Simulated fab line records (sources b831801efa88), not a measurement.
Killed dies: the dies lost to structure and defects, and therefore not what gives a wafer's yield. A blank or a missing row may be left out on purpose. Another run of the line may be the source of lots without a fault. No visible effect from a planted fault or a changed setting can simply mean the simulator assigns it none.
fab line records	flow sky130	part 1 of 2: steps 1 to 27 of 39
[record] lots = 5	wafers = 15	lastDay = 50
route steps=708 shown VIA2@521 METAL3@532 CAPM@537
lots with no fault: from the same line, run without faults
startH: hours from the record's opening day to when the first of the lot's shown wafers began	waitH: how many hours have passed since the lot's step before this one	" identical to the entry in the row above	L1.1+2: a row that stands for several wafers	- no value, or no start was given	* or withheld: withheld	< > ~ a bound
route shown NAME@n: names a module that has steps shown in the file, with the first one's number in the route	usual: average and standard deviation across the fault-free wafers	same: alike in all rows	chamber/n: place in a boat	sites: per-site readings	_std_site: their standard deviation	_edge_site: outer sites' mean less inner sites'	radiusMm: how far each site lies from the wafer's centre	mask NAME#n: copy n	behind: the most recent tool/chamber to have shaped the wafer	hold: why the lot was held/for how many hours/how that ended	device: whichever transistor did not switch (one of n, p or np)	end of line: tests run on the same wafers once the route is complete	where a step has no rows: the recipe by itself	killed: dies that structure and defects cost at the first sort, which is not the same as the wafer's yield	map: shows each die of a wafer: x if killed, . if not, _ if none is there
set.NAME: setting as actually run; set.NAME@STEP: the setting as run at that earlier step	model.NAME: the simulator's own value behind a step, which no gauge read
lots at selected steps of the route; one table per step, one row per wafer
services: a tool's chamber out of use, with start hour (startH, from the record's first day; less than 0 if before it), hours out, and reason
[[steps]]
[step SKY_VIA2_ETCH_14]
[recipe] chemistry = N2/H2	target = BARC	ionEnergyEv = 200	sourceW = 500	biasW = 100	pressureMtorr = 30	n2FlowSccm = 100	h2FlowSccm = 200	stopOn = SiO2	timeS = 45.9	targetDepthA = 600
[usual] drypumpMotorCurrentA = 5.8/0.43	oesProductAu = 0.855/0.0051	throttleValvePct = 13.226/0.0093
[same] timeS = 45.9
lot.wafer	tool	chamber	startH	waitH	drypumpMotorCurrentA	oesProductAu	rfHoursCounterH	throttleValvePct
L076.4	rieDiel-04	1	874.66	0.0	5.8	0.852	-	13.232
L076.5	"	0	"	"	5.1	0.857	-	13.221
L076.6	"	3	"	"	6.0	0.847	-	13.214
L078.1	rieDiel-03	1	894.66	0.0	5.6	0.862	20	13.223
L078.5	"	1	"	"	5.6	0.853	-	13.218
L078.6	"	2	"	"	6.2	0.865	-	13.224
L081.1	rieDiel-01	0	911.56	0.0	6.0	0.861	6	13.239
L081.3	"	1	"	"	6.1	0.852	19	13.215
L081.5	"	3	"	"	4.8	0.846	-	13.236
L086.1	rieDiel-03	2	939.46	0.0	6.2	0.857	1	13.226
L086.2	"	3	"	"	6.0	0.856	24	13.231
L086.4	"	2	"	"	6.2	0.853	-	13.222
L094.1	rieDiel-03	3	995.49	0.0	6.0	0.854	26	13.227
L094.3	"	2	"	"	6.2	0.854	3	13.233
L094.4	"	1	"	"	5.6	0.861	22	13.227
[step SKY_VIA2_ETCH_15]
[recipe] target = SiO2	chemistry = C4F8/O2/Ar	targetDepthNm = 546	stopOn = TiN	maskMaterial = KrF-thick	sourceW = 1500	biasW = 1200	pressureMtorr = 40	c4f8FlowSccm = withheld	O2_flow_sccm = 6	Ar_flow_sccm = 300	timeS = 84
[usual] oesProductAu = 0.939/0.0042
[same] timeS = 84
lot.wafer	tool	chamber	startH	waitH	oesProductAu	rfHoursCounterH
L076.4	rieDiel-04	1	874.71	0.0	0.939	-
L076.5	"	0	"	"	0.950	-
L076.6	"	3	"	"	0.937	-
L078.1	rieDiel-03	1	894.70	0.0	0.936	20
L078.5	"	1	"	"	0.936	-
L078.6	"	2	"	"	0.938	-
L081.1	rieDiel-01	0	911.60	0.0	0.942	6
L081.3	"	1	"	"	0.942	19
L081.5	"	3	"	"	0.941	-
L086.1	rieDiel-03	2	939.50	0.0	0.943	1
L086.2	"	3	"	"	0.935	24
L086.4	"	2	"	"	0.947	-
L094.1	rieDiel-03	3	995.53	0.0	0.937	26
L094.3	"	2	"	"	0.941	3
L094.4	"	1	"	"	0.944	22
[step SKY_VIA2_STRIP_16]
[recipe] chemistry = O2/N2	powerW = 1400	pressureMtorr = 1500	platenTempC = withheld	o2FlowSccm = 3000	n2FlowSccm = 300	overashFraction = 0.5
[usual] drypumpMotorCurrentA = 5.4/0.36	oesProductAu = 0.398/0.0046	stripTimeToEndpointS = 4.045/0.025
[same] overashFraction = 0.5
lot.wafer	tool	chamber	startH	waitH	drypumpMotorCurrentA	oesProductAu	rfHoursCounterH	stripTimeToEndpointS
L076.4	plasmaAsher-04	1	874.78	0.0	5.4	0.399	-	3.998
L076.5	"	1	"	"	5.4	0.397	-	4.029
L076.6	"	0	"	"	5.1	0.395	-	4.016
L078.1	plasmaAsher-04	0	894.76	0.0	5.1	0.389	15	4.006
L078.5	"	1	"	"	5.4	0.395	-	4.024
L078.6	"	0	"	"	5.1	0.400	-	4.029
L081.1	plasmaAsher-02	1	911.66	0.0	5.3	0.400	48	4.062
L081.3	"	1	"	"	5.3	0.397	-	4.049
L081.5	"	1	"	"	5.3	0.391	-	4.061
L086.1	plasmaAsher-02	0	939.56	0.0	6.0	0.395	51	4.031
L086.2	"	1	"	"	5.4	0.396	51	4.047
L086.4	"	1	"	"	5.3	0.406	-	4.055
L094.1	plasmaAsher-04	0	995.59	0.0	5.1	0.400	25	4.019
L094.3	"	1	"	"	5.4	0.395	-	4.043
L094.4	"	0	"	"	5.1	0.390	-	3.999
[step SKY_VIA2_STRIP_17]
[recipe] chemistry = postEtchResidueRemover	timeS = 1200	tempC = 72.5
[usual] tempC = 72.52/0.13
[same] timeS = 1200
lot.wafer	tool	chamber	startH	waitH	tempC
L076.4	wetBench-02	3	874.84	0.0	72.35
L076.5	"	3	"	"	72.49
L076.6	"	3	"	"	72.44
L078.1	wetBench-01	2	894.86	0.1	72.44
L078.5	"	2	"	"	72.35
L078.6	"	2	"	"	72.31
L081.1	wetBench-02	2	911.76	0.1	72.54
L081.3	"	2	"	"	72.32
L081.5	"	2	"	"	72.47
L086.1	wetBench-02	1	939.66	0.1	72.46
L086.2	"	1	"	"	72.58
L086.4	"	1	"	"	72.57
L094.1	wetBench-01	3	995.69	0.1	72.61
L094.3	"	3	"	"	72.55
L094.4	"	3	"	"	72.41
[step SKY_VIA2_CLEAN_18]
[recipe] chemistry = IPA	timeS = 180	tempC = 25
[usual] tempC = 25.01/0.13
[same] timeS = 180
lot.wafer	tool	chamber	startH	waitH	tempC
L076.4	wetBench-04	0	875.18	0.0	25.12
L076.5	"	0	"	"	25.07
L076.6	"	0	"	"	25.17
L078.1	wetBench-02	1	895.24	0.0	25.14
L078.5	"	1	"	"	25.02
L078.6	"	1	"	"	25.18
L081.1	wetBench-01	0	912.14	0.0	24.96
L081.3	"	0	"	"	24.87
L081.5	"	0	"	"	24.86
L086.1	wetBench-01	1	940.03	0.0	24.92
L086.2	"	1	"	"	25.08
L086.4	"	1	"	"	25.03
L094.1	wetBench-01	3	996.03	0.0	25.07
L094.3	"	3	"	"	25.05
L094.4	"	3	"	"	25.07
[step SKY_VIA2_CLEAN_19]
[recipe] chemistry = O3/DIW	dry = n2Spin
lot.wafer	tool	chamber	startH	waitH
L076.4+5+6	wetBench-02	1	875.24	0.0
L078.1+5+6	wetBench-04	1	895.29	0.0
L081.1+3+5	wetBench-02	2	912.19	0.0
L086.1+2+4	wetBench-02	3	940.09	0.0
L094.1+3+4	wetBench-01	1	996.09	0.0
[step SKY_VIA2_SPUTTER_20]
[recipe] material = TiN	targetThkNm = 20	chamberPressurePa = 5	powerW = 4000	timeS = 80
[usual] throttleValvePct = 30.0/1.2
[same] timeS = 80
lot.wafer	tool	chamber	startH	waitH	throttleValvePct
L076.4	pvdSputter-03	-	875.33	0.0	30.7
L076.5	"	-	"	"	30.7
L076.6	"	-	"	"	27.7
L078.1	pvdSputter-03	-	895.39	0.0	29.6
L078.5	"	-	"	"	30.9
L078.6	"	-	"	"	27.5
L081.1	pvdSputter-03	-	912.29	0.0	27.6
L081.3	"	-	"	"	30.8
L081.5	"	-	"	"	27.3
L086.1	pvdSputter-02	-	940.19	0.0	30.8
L086.2	"	-	"	"	30.4
L086.4	"	-	"	"	29.7
L094.1	pvdSputter-01	-	996.18	0.0	31.7
L094.3	"	-	"	"	30.6
L094.4	"	-	"	"	31.2
[step SKY_VIA2_CVD_21]
[recipe] material = W	targetThkNm = 420	timeS = 126.4	tempC = 400	pressureTorr = 40
[usual] heaterPowerW = 890/69
[same] timeS = 126.4
lot.wafer	tool	chamber	startH	waitH	heaterPowerW	sinceWetCleanH
L076.4	cvdW-02	0	875.44	0.1	929	-
L076.5	"	0	"	"	957	-
L076.6	"	1	"	"	926	-
L078.1	cvdW-02	0	895.45	0.0	941	991
L078.5	"	1	"	"	926	-
L078.6	"	0	"	"	945	-
L081.1	cvdW-01	1	912.36	0.0	936	508
L081.3	"	0	"	"	791	-
L081.5	"	1	"	"	950	-
L086.1	cvdW-01	1	940.25	0.0	963	536
L086.2	"	0	"	"	800	536
L086.4	"	1	"	"	941	-
L094.1	cvdW-01	0	996.25	0.0	787	592
L094.3	"	0	"	"	786	-
L094.4	"	1	"	"	925	-
[step SKY_VIA2_RS_MEAS_22]
[recipe] thkMeasGauge = four-point-probe	reads = W_of_VIA2_CVD_21+TiN_of_VIA2_SPUTTER_20
[usual] VIA2_W_RS = 0.2746/0.0022
lot.wafer	tool	chamber	startH	waitH	VIA2_W_RS[ohm/sq]
L076.4	filmMetro-02	-	875.59	0.1	0.2724
L076.5	"	-	"	"	0.2713
L076.6	"	-	"	"	0.2754
L078.1	filmMetro-04	-	895.58	0.1	0.2729
L078.5	"	-	"	"	0.2740
L078.6	"	-	"	"	0.2731
L081.1	filmMetro-04	-	912.49	0.1	0.2720
L081.3	"	-	"	"	0.2750
L081.5	"	-	"	"	0.2738
L086.1	filmMetro-03	-	940.47	0.2	0.2761
L086.2	"	-	"	"	0.2736
L086.4	"	-	"	"	0.2754
L094.1	filmMetro-04	-	996.38	0.1	0.2758
L094.3	"	-	"	"	0.2764
L094.4	"	-	"	"	0.2743
[step SKY_VIA2_THK_MEAS_23]
[recipe] thkMeasGauge = xrf	reads = W_of_VIA2_CVD_21
[usual] VIA2_W_THK = 430/6.1
lot.wafer	tool	chamber	startH	waitH	VIA2_W_THK[nm]
L076.4	filmMetro-02	-	875.68	0.1	443
L076.5	"	-	"	"	446
L076.6	"	-	"	"	439
L078.1	filmMetro-04	-	895.70	0.1	437
L078.5	"	-	"	"	437
L078.6	"	-	"	"	436
L081.1	filmMetro-04	-	912.61	0.1	432
L081.3	"	-	"	"	430
L081.5	"	-	"	"	432
L086.1	filmMetro-03	-	940.59	0.1	416
L086.2	"	-	"	"	423
L086.4	"	-	"	"	417
L094.1	filmMetro-04	-	996.50	0.1	433
L094.3	"	-	"	"	430
L094.4	"	-	"	"	433
[step SKY_VIA2_CMP_24]
[recipe] stopOn = SiO2	tOverpolishS = 20	downForcePsi = 3.5	platenRpm = 60	targetThkNm = 0	padVelocityMS = 0.94248
[usual] motorCurrentA = 10.5/1.1	overpolishRunS = 20.000/0.0088	timeToEndpointS = 99/3.5
lot.wafer	tool	chamber	startH	waitH	motorCurrentA	overpolishRunS	timeToEndpointS
L076.4	cmp-02	0	875.88	0.2	10.9	19.989	94
L076.5	"	1	"	"	11.1	20.004	94
L076.6	"	2	"	"	11.4	20.010	94
L078.1	cmp-01	2	895.76	0.1	11.7	19.983	99
L078.6	"	2	"	"	11.5	19.991	98
L078.5	"	3	"	"	11.1	20.011	102
L081.1	cmp-01	1	912.72	0.1	9.0	19.997	103
L081.3	"	3	"	"	11.3	19.997	100
L081.5	"	1	"	"	9.4	20.009	104
L086.1	cmp-01	0	940.65	0.1	8.8	20.007	99
L086.4	"	2	"	"	11.4	19.994	100
L086.2	"	3	"	"	11.8	19.996	100
L094.1	cmp-01	2	996.56	0.1	11.2	20.002	99
L094.3	"	3	"	"	12.2	19.999	97
L094.4	"	1	"	"	8.8	20.000	104
[step SKY_METAL3_SPUTTER_00]
[recipe] material = Ti	targetThkNm = 15	powerW = 3000	timeS = 10	chamberPressurePa = 0.4
[usual] throttleValvePct = 30.7/0.65
[same] timeS = 10
lot.wafer	tool	chamber	startH	waitH	throttleValvePct
L076.4	pvdSputter-04	-	876.05	0.1	30.2
L076.5	"	-	"	"	30.3
L076.6	"	-	"	"	29.5
L078.1	pvdSputter-02	-	896.06	0.2	29.8
L078.5	"	-	"	"	31.2
L078.6	"	-	"	"	31.1
L081.1	pvdSputter-04	-	912.97	0.2	31.6
L081.3	"	-	"	"	30.7
L081.5	"	-	"	"	30.5
L086.1	pvdSputter-01	-	940.95	0.2	30.9
L086.2	"	-	"	"	30.9
L086.4	"	-	"	"	31.0
L094.1	pvdSputter-01	-	996.86	0.2	31.5
L094.3	"	-	"	"	31.1
L094.4	"	-	"	"	31.3
[step SKY_METAL3_SPUTTER_01]
[recipe] material = TiN	targetThkNm = 20	powerW = 6500	timeS = 16.7	chamberPressurePa = 0.4
[usual] throttleValvePct = 30.7/0.67
[same] timeS = 16.7
lot.wafer	tool	chamber	startH	waitH	throttleValvePct
L076.4	pvdSputter-04	-	876.08	0.0	30.3
L076.5	"	-	"	"	30.6
L076.6	"	-	"	"	29.9
L078.1	pvdSputter-02	-	896.08	0.0	29.6
L078.5	"	-	"	"	30.9
L078.6	"	-	"	"	31.1
L081.1	pvdSputter-04	-	912.99	0.0	31.7
L081.3	"	-	"	"	30.8
L081.5	"	-	"	"	30.6
L086.1	pvdSputter-01	-	940.98	0.0	30.7
L086.2	"	-	"	"	31.2
L086.4	"	-	"	"	31.1
L094.1	pvdSputter-01	-	996.88	0.0	31.5
L094.3	"	-	"	"	30.9
L094.4	"	-	"	"	31.4
[step SKY_METAL3_SPUTTER_02]
[recipe] material = AlCu	targetThkNm = 735	powerW = 10600	timeS = 39.1	chamberPressurePa = 0.4
[usual] throttleValvePct = 30.7/0.65
[same] timeS = 39.1
lot.wafer	tool	chamber	startH	waitH	throttleValvePct
L076.4	pvdSputter-04	-	876.10	0.0	30.6
L076.5	"	-	"	"	30.4
L076.6	"	-	"	"	29.8
L078.1	pvdSputter-02	-	896.11	0.0	29.5
L078.5	"	-	"	"	31.1
L078.6	"	-	"	"	31.3
L081.1	pvdSputter-04	-	913.02	0.0	31.6
L081.3	"	-	"	"	30.6
L081.5	"	-	"	"	30.5
L086.1	pvdSputter-01	-	941.00	0.0	30.7
L086.2	"	-	"	"	31.1
L086.4	"	-	"	"	31.0
L094.1	pvdSputter-01	-	996.90	0.0	31.4
L094.3	"	-	"	"	31.3
L094.4	"	-	"	"	31.3
[step SKY_METAL3_SPUTTER_03]
[recipe] material = Ti	targetThkNm = 5	powerW = 3000	timeS = 3.3	chamberPressurePa = 0.4
[usual] throttleValvePct = 30.6/0.66
[same] timeS = 3.3
lot.wafer	tool	chamber	startH	waitH	throttleValvePct
L076.4	pvdSputter-04	-	876.14	0.0	30.6
L076.5	"	-	"	"	30.1
L076.6	"	-	"	"	29.8
L078.1	pvdSputter-02	-	896.15	0.0	29.6
L078.5	"	-	"	"	30.9
L078.6	"	-	"	"	31.1
L081.1	pvdSputter-04	-	913.06	0.0	31.3
L081.3	"	-	"	"	30.4
L081.5	"	-	"	"	30.5
L086.1	pvdSputter-01	-	941.04	0.0	30.7
L086.2	"	-	"	"	31.0
L086.4	"	-	"	"	31.1
L094.1	pvdSputter-01	-	996.94	0.0	31.6
L094.3	"	-	"	"	31.0
L094.4	"	-	"	"	31.1
[step SKY_METAL3_SPUTTER_04]
[recipe] material = TiN	targetThkNm = 70	powerW = 6500	timeS = 58.3	chamberPressurePa = 0.4
[usual] throttleValvePct = 30.7/0.65
[same] timeS = 58.3
lot.wafer	tool	chamber	startH	waitH	throttleValvePct
L076.4	pvdSputter-04	-	876.16	0.0	30.4
L076.5	"	-	"	"	30.5
L076.6	"	-	"	"	29.7
L078.1	pvdSputter-02	-	896.17	0.0	29.7
L078.5	"	-	"	"	30.7
L078.6	"	-	"	"	31.1
L081.1	pvdSputter-04	-	913.08	0.0	31.7
L081.3	"	-	"	"	30.4
L081.5	"	-	"	"	30.4
L086.1	pvdSputter-01	-	941.06	0.0	30.5
L086.2	"	-	"	"	31.1
L086.4	"	-	"	"	30.9
L094.1	pvdSputter-01	-	996.96	0.0	31.6
L094.3	"	-	"	"	31.2
L094.4	"	-	"	"	31.1
[step SKY_CAPM_CVD_00]
[recipe] material = SiO2	targetThkNm = 15.5	tempC = 400	timeS = withheld	rfW = 450
[usual] heaterPowerW = 704/95
lot.wafer	tool	chamber	startH	waitH	heaterPowerW
L076.4	pecvd-02	2	876.22	0.0	665
L076.5	"	0	"	"	686
L076.6	"	1	"	"	769
L078.1	pecvd-03	2	896.22	0.0	713
L078.5	"	0	"	"	553
L078.6	"	2	"	"	719
L081.1	pecvd-03	2	913.13	0.0	665
L081.3	"	1	"	"	751
L081.5	"	2	"	"	679
L086.1	pecvd-03	1	941.11	0.0	792
L086.2	"	0	"	"	467
L086.4	"	0	"	"	447
L094.1	pecvd-01	0	997.01	0.0	634
L094.3	"	1	"	"	704
L094.4	"	0	"	"	636
[step SKY_CAPM_THK_MEAS_01]
[recipe] reads = SiO2_of_CAPM_CVD_00
[usual] CAPM_CVD_00_THK = 15.54/0.21
lot.wafer	tool	chamber	startH	waitH	CAPM_CVD_00_THK[nm]
L076.4	filmMetro-04	-	876.26	-	15.74
L076.5	"	-	"	"	15.57
L076.6	"	-	"	"	15.64
L078.1	filmMetro-01	-	896.25	-	15.35
L078.5	"	-	"	"	15.54
L078.6	"	-	"	"	15.62
L081.1	filmMetro-01	-	913.15	-	15.38
L081.3	"	-	"	"	15.12
L081.5	"	-	"	"	15.51
L086.1	filmMetro-01	-	941.23	-	15.40
L086.2	"	-	"	"	15.45
L086.4	"	-	"	"	15.55
L094.1	filmMetro-01	-	997.03	-	15.22
L094.3	"	-	"	"	15.37
L094.4	"	-	"	"	15.41
[step SKY_CAPM_SPUTTER_02]
[recipe] material = TiN	targetThkNm = 200	tempC = 300	powerW = 6500	timeS = 166.7	chamberPressurePa = 0.4
[usual] throttleValvePct = 30.2/1.2
[same] timeS = 166.7
lot.wafer	tool	chamber	startH	waitH	throttleValvePct
L076.4	pvdSputter-01	-	876.29	0.0	31.4
L076.5	"	-	"	"	30.6
L076.6	"	-	"	"	31.4
L078.1	pvdSputter-03	-	896.31	0.1	30.8
L078.5	"	-	"	"	29.3
L078.6	"	-	"	"	29.3
L081.1	pvdSputter-03	-	913.21	0.1	29.5
L081.3	"	-	"	"	27.9
L081.5	"	-	"	"	29.3
L086.1	pvdSputter-03	-	941.29	0.1	27.6
L086.2	"	-	"	"	29.4
L086.4	"	-	"	"	29.3
L094.1	pvdSputter-04	-	997.09	0.1	31.6
L094.3	"	-	"	"	30.6
L094.4	"	-	"	"	29.8
[step SKY_CAPM_RS_MEAS_03]
[recipe] thkMeasGauge = four-point-probe	reads = TiN_of_CAPM_SPUTTER_02
[usual] CAPM_TIN_RS = 6.92/0.096
lot.wafer	tool	chamber	startH	waitH	CAPM_TIN_RS[ohm/sq]
L076.4	filmMetro-02	-	876.46	0.1	6.85
L076.5	"	-	"	"	6.95
L076.6	"	-	"	"	7.02
L078.1	filmMetro-01	-	896.41	0.1	7.00
L078.5	"	-	"	"	6.93
L078.6	"	-	"	"	6.96
L081.1	filmMetro-04	-	913.33	0.1	6.82
L081.3	"	-	"	"	6.90
L081.5	"	-	"	"	6.85
L086.1	filmMetro-01	-	941.41	0.1	6.95
L086.2	"	-	"	"	6.93
L086.4	"	-	"	"	6.86
L094.1	filmMetro-02	-	997.20	0.1	6.95
L094.3	"	-	"	"	7.04
L094.4	"	-	"	"	6.98
[step SKY_CAPM_THK_MEAS_04]
[recipe] thkMeasGauge = xrf	reads = TiN_of_CAPM_SPUTTER_02
[usual] CAPM_TIN_THK = 205/3
lot.wafer	tool	chamber	startH	waitH	CAPM_TIN_THK[nm]
L076.4	filmMetro-02	-	876.55	0.1	206
L076.5	"	-	"	"	204
L076.6	"	-	"	"	203
L078.1	filmMetro-01	-	896.53	0.1	203
L078.5	"	-	"	"	205
L078.6	"	-	"	"	204
L081.1	filmMetro-04	-	913.45	0.1	206
L081.3	"	-	"	"	204
L081.5	"	-	"	"	205
L086.1	filmMetro-01	-	941.53	0.1	204
L086.2	"	-	"	"	204
L086.4	"	-	"	"	206
L094.1	filmMetro-02	-	997.32	0.1	206
L094.3	"	-	"	"	203
L094.4	"	-	"	"	204
[step SKY_CAPM_DEHYDRATE_05]
[recipe] tempC = 200	timeS = 60
[same] timeS = 60
lot.wafer	tool	chamber	startH	waitH
L076.4+5+6	lithoTrack-01	0	888.21	11.6
L078.1+5+6	lithoTrack-02	0	908.20	11.7
L081.1+3+5	lithoTrack-04	0	924.96	11.5
L086.1+2+4	lithoTrack-01	0	953.23	11.7
L094.1+3+4	lithoTrack-04	0	1007.82	10.5
[step SKY_CAPM_HMDS_06]
[recipe] primeTimeS = 60	primeTempC = 120
lot.wafer	tool	chamber	startH	waitH
L076.4+5+6	lithoTrack-01	0	888.36	0.1
L078.1+5+6	lithoTrack-02	0	908.35	0.1
L081.1+3+5	lithoTrack-04	0	925.11	0.1
L086.1+2+4	lithoTrack-01	0	953.38	0.1
L094.1+3+4	lithoTrack-04	0	1007.97	0.1
[step SKY_CAPM_COAT_07]
[recipe] resist = NOVOLAK	spinRpm = 3000	resistThkNm = 1140
lot.wafer	tool	chamber	startH	waitH
L076.4+5+6	lithoTrack-01	0	888.51	0.1
L078.1+5+6	lithoTrack-02	0	908.50	0.1
L081.1+3+5	lithoTrack-04	0	925.26	0.1
L086.1+2+4	lithoTrack-01	0	953.53	0.1
L094.1+3+4	lithoTrack-04	0	1008.12	0.1
[step SKY_CAPM_SOFTBAKE_08]
[recipe] tempC = 90	timeS = 60	resist = NOVOLAK
[same] timeS = 60
lot.wafer	tool	chamber	startH	waitH
L076.4+5+6	lithoTrack-01	0	888.66	0.1
L078.1+5+6	lithoTrack-02	0	908.65	0.1
L081.1+3+5	lithoTrack-04	0	925.41	0.1
L086.1+2+4	lithoTrack-01	0	953.68	0.1
L094.1+3+4	lithoTrack-04	0	1008.27	0.1
[step SKY_CAPM_EXPOSE_09]
[recipe] maskId = CAPM	na = 0.6	sourceShape = conventional	sigmaOuter = 0.6	polarization = unpolarized	targetCdNm = 1000	doseMj = 159
lot.wafer	tool	chamber	startH	waitH	mask
L076.4+5+6	ilineStepper-02	0	-	-	CAPM#0
L078.1+5+6	ilineStepper-01	0	-	-	CAPM#0
L081.1+3+5	ilineStepper-02	0	-	-	CAPM#0
L086.1+2+4	ilineStepper-01	0	-	-	CAPM#0
L094.1+3+4	ilineStepper-01	0	-	-	CAPM#0
[step SKY_CAPM_PEB_10]
[recipe] tempC = withheld	timeS = *	resist = NOVOLAK
[same] timeS = *
lot.wafer	tool	chamber	startH	waitH
L076.4+5+6	lithoTrack-02	0	-	-
L078.1+5+6	lithoTrack-04	0	-	-
L081.1+3+5	lithoTrack-01	0	-	-
L086.1+2+4	lithoTrack-04	0	-	-
L094.1+3+4	lithoTrack-04	0	-	-
